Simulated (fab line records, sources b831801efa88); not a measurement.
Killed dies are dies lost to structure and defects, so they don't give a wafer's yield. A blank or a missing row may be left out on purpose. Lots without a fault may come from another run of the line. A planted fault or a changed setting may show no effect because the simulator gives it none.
Which tool did it? | flow sky130 | 11 lots, 33 wafers sampled, at 4 steps of a route of 708

WHAT THE GAUGES READ, wafer by wafer
SKY_LDD_HVN_TW_MEAS_10.
lot  | measured     | on            | LDD_HVN_TW
L230 | day 20 00:41 | film_metro-03 | 1435 1430 1436
L233 | day 21 13:01 | film_metro-02 | 1436 1445 1439
L236 | day 22 09:29 | film_metro-03 | 1431 1435 1421
L238 | day 23 14:30 | film_metro-01 | 1401 1402 1399
L239 | day 23 14:39 | film_metro-02 | 1403 1401 1407
L246 | day 26 03:47 | film_metro-01 | 1435 1436 1439
L247 | day 26 17:35 | film_metro-02 | 1453 1442 1450
L249 | day 27 00:32 | film_metro-03 | 1433 1433 1438
L251 | day 27 15:51 | film_metro-01 | 1435 1438 1432
L252 | day 28 00:35 | film_metro-01 | 1423 1430 1434
L253 | day 28 06:59 | film_metro-02 | 1440 1444 1444

WHICH TOOL RAN EACH LOT (tool, then ch and the chambers of the sampled wafers, then the start)
lot  | SKY_RES_PROTECT_STRIP_07             | SKY_POLY_GATE_ETCH_15              | SKY_LDD_HVN_IMPLANT_08
L230 | plasma_asher-01 ch 0,1, day 14 21:55 | rie_diel-03 ch 0,2,3, day 16 03:16 | implanter-03 ch 0, day 20 00:27
L233 | plasma_asher-03 ch 0,1, day 16 07:11 | rie_diel-03 ch 1,2,3, day 17 13:30 | implanter-01 ch 0, day 21 12:48
L236 | plasma_asher-01 ch 0,1, day 17 01:53 | rie_diel-02 ch 1,2,3, day 18 11:51 | implanter-03 ch 0, day 22 09:14
L238 | plasma_asher-04 ch 0,1, day 18 05:08 | rie_diel-04 ch 0,1,2, day 19 15:47 | implanter-03 ch 0, day 23 14:15
L239 | plasma_asher-03 ch 0,1, day 18 05:32 | rie_diel-02 ch 0,2,3, day 19 16:00 | implanter-03 ch 0, day 23 14:24
L246 | plasma_asher-01 ch 0,1, day 21 00:40 | rie_diel-03 ch 1,2,3, day 22 07:45 | implanter-01 ch 0, day 26 03:33
L247 | plasma_asher-01 ch 0,1, day 21 13:02 | rie_diel-02 ch 1,2,3, day 22 22:06 | implanter-04 ch 0, day 26 17:20
L249 | plasma_asher-03 ch 0,1, day 21 19:56 | rie_diel-04 ch 1,2,3, day 23 04:14 | implanter-01 ch 0, day 27 00:17
L251 | plasma_asher-01 ch 0,1, day 22 14:55 | rie_diel-03 ch 1,2,3, day 23 22:07 | implanter-01 ch 0, day 27 15:38
L252 | plasma_asher-03 ch 0,1, day 22 23:23 | rie_diel-02 ch 0,3, day 24 07:31   | implanter-01 ch 0, day 28 00:21
L253 | plasma_asher-03 ch 0,1, day 23 06:20 | rie_diel-04 ch 0,2, day 24 13:40   | implanter-03 ch 0, day 28 06:45
- SKY_RES_PROTECT_STRIP_07: strips in O2/N2.
- SKY_POLY_GATE_ETCH_15: etches BARC in N2/H2, stops on SiO2, time 118.5 s, target depth 110 nm.
- SKY_LDD_HVN_IMPLANT_08

WHAT THE TOOLS THEMSELVES READ (means of the sampled wafers that have a number; where no wafer has one, the mark that the record gives instead)
SKY_RES_PROTECT_STRIP_07.
lot  | tool            | drypump_motor_current_A (A) | oes_product_au (a.u.) | strip_time_to_endpoint_s (s)
L230 | plasma_asher-01 | 5.4                         | 0.516                 | 23.19
L233 | plasma_asher-03 | 5.6                         | 0.521                 | 23.21
L236 | plasma_asher-01 | 5.4                         | 0.515                 | 23.21
L238 | plasma_asher-04 | 5.8                         | 0.522                 | 23.22
L239 | plasma_asher-03 | 5.4                         | 0.518                 | 23.17
L246 | plasma_asher-01 | 5.4                         | 0.519                 | 23.22
L247 | plasma_asher-01 | 5.4                         | 0.522                 | 23.26
L249 | plasma_asher-03 | 5.6                         | 0.523                 | 23.14
L251 | plasma_asher-01 | 5.5                         | 0.520                 | 23.22
L252 | plasma_asher-03 | 5.4                         | 0.512                 | 23.14
L253 | plasma_asher-03 | 5.4                         | 0.519                 | 23.22

SKY_POLY_GATE_ETCH_15.
lot  | tool        | drypump_motor_current_A (A) | oes_product_au (a.u.) | throttle_valve_pct (%)
L230 | rie_diel-03 | 6.0                         | 0.717                 | 13.222
L233 | rie_diel-03 | 5.9                         | 0.718                 | 13.214
L236 | rie_diel-02 | 5.6                         | 0.716                 | 13.205
L238 | rie_diel-04 | 6.2                         | 0.719                 | 13.210
L239 | rie_diel-02 | 5.6                         | 0.715                 | 13.216
L246 | rie_diel-03 | 5.9                         | 0.720                 | 13.211
L247 | rie_diel-02 | 5.6                         | 0.717                 | 13.224
L249 | rie_diel-04 | 6.3                         | 0.707                 | 13.213
L251 | rie_diel-03 | 5.9                         | 0.718                 | 13.221
L252 | rie_diel-02 | 5.4                         | 0.713                 | 13.214
L253 | rie_diel-04 | 6.1                         | 0.712                 | 13.209

SKY_LDD_HVN_IMPLANT_08.
lot  | tool         | beam_energy_keV | dose_ions_cm2 | faraday_current_uA
L230 | implanter-03 | 60.018          | 3e+13         | 171
L233 | implanter-01 | 60.001          | 3e+13         | 169
L236 | implanter-03 | 60.009          | 3e+13         | 171
L238 | implanter-03 | 59.993          | 3e+13         | 149
L239 | implanter-03 | 60.038          | 3e+13         | 158
L246 | implanter-01 | 59.993          | 3e+13         | 168
L247 | implanter-04 | 59.969          | 3e+13         | 169
L249 | implanter-01 | 59.995          | 3e+13         | 171
L251 | implanter-01 | 60.031          | 3e+13         | 168
L252 | implanter-01 | 60.001          | 3e+13         | 170
L253 | implanter-03 | 60.008          | 3e+13         | 171

THE ANSWER, worked out from the rows above alone
Rule: what is usual is taken from the lots themselves. Put in order of their means at a reading, lots are off if they are a third of the lots or fewer, leave a main group of 4 or more, and stand apart from it by a gap of 3 or more times the standard deviation of the main group's means; of several such gaps the widest counts. A main group whose means are all the same, to the digits that the tables above print for the reading, isn't used. A lot without any number at a reading at which 4 lots or more have one is off too. The other lots that the step has rows for count as sound. The gauges are gone through in route order, then the tools' own readings, and for those a lot's mean is taken as printed above. The first step at which some lot is off is used, and at that step the reading that is off furthest; a lot without a number counts as furthest.
Off: L238, L239, at SKY_LDD_HVN_TW_MEAS_10 (LDD_HVN_TW). The main group: mean 1437, standard deviation 5.9.
A tool fits if, at a process step before that reading, it ran every lot that is off, and no sound lot after the first of them. The gauges at SKY_LDD_HVN_TW_MEAS_10 aren't tried: what is off there is off at SKY_LDD_HVN_IMPLANT_08 too, on other tools, and a gauge's error can't cause that. None of those tried fits.

WHAT THE SIMULATOR HAD PUT IN
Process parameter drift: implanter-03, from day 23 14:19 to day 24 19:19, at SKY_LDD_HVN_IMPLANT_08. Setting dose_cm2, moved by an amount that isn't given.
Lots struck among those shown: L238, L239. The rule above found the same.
